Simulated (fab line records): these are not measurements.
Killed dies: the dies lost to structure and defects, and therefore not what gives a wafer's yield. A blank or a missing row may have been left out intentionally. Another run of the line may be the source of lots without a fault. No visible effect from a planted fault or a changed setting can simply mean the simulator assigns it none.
Which of the tools did it? -- flow gf180mcu -- 11 lots with 33 wafers sampled at 2 steps, on a route of 602 steps

WHAT THE GAUGES SHOWED, per wafer
GF_V3_THK_MEAS_03.
lot,measured,on,V3_CVD_02_THK (nm)
L999,day 22 19:38,filmMetro-03,861 847 883
L104,day 24 13:53,filmMetro-02,907 895 915 907 894 916
L105,day 24 21:56,filmMetro-02,891 901 894 891 901 894
L106,day 25 07:49,filmMetro-01,887 893 911 886 893 910
L111,day 26 16:00,filmMetro-02,832 861 855
L112,day 27 00:00,filmMetro-02,835 849 838
L113,day 27 10:31,filmMetro-01,831 856 855
L114,day 27 18:18,filmMetro-01,864 854 862
L115,day 27 21:53,filmMetro-03,835 854 851
L117,day 28 13:13,filmMetro-03,836 854 865
L118,day 29 03:42,filmMetro-01,840 838 830

TOOL THAT RAN EACH LOT (tool first, then ch and the chambers of the sampled wafers, then the start)
lot,GF_V3_CVD_02
L999,"pecvd-04 ch 1,2, day 22 19:34"
L104,"pecvd-04 ch 0,1, day 24 13:49"
L105,"pecvd-04 ch 0,1,2, day 24 21:52"
L106,"pecvd-04 ch 0,2, day 25 07:44"
L111,"pecvd-03 ch 0,1, day 26 15:55"
L112,"pecvd-02 ch 1,2, day 26 23:55"
L113,"pecvd-03 ch 0,1,2, day 27 10:26"
L114,"pecvd-04 ch 0,1,2, day 27 18:14"
L115,"pecvd-03 ch 1,2, day 27 21:49"
L117,"pecvd-03 ch 0,1,2, day 28 13:08"
L118,"pecvd-03 ch 0,1,2, day 29 03:38"
- GF_V3_CVD_02: deposits SiO2 from TEOS, target thk 850 nm, time 94.851 s.

THE ANSWER, worked out from the rows above alone
Rule: usual is defined by the lots themselves. The widest of any qualifying gaps counts: lots, ordered by their means at a reading, are off when they make up no more than a third of the lots, leave a main group of 4 or more, and stand apart from it by 3 or more times the standard deviation of that group's means. A main group is skipped when, at the precision printed for the reading in the tables above, its means are all equal. Also off: a lot with no number at a reading for which 4 or more lots have one. Where the step has rows for the other lots, those lots are counted as sound.
Off: L104, L105, L106, seen at GF_V3_THK_MEAS_03 (V3_CVD_02_THK). The main group has a mean of 849 nm with a standard deviation of 8.6.
A tool fits if, at a process step before that reading, it ran every lot that is off, and no sound lot after the first of them. The gauges at GF_V3_THK_MEAS_03 are tried like those tools. Not one of the candidates tried fits.

WHAT THE SIMULATOR PUT IN
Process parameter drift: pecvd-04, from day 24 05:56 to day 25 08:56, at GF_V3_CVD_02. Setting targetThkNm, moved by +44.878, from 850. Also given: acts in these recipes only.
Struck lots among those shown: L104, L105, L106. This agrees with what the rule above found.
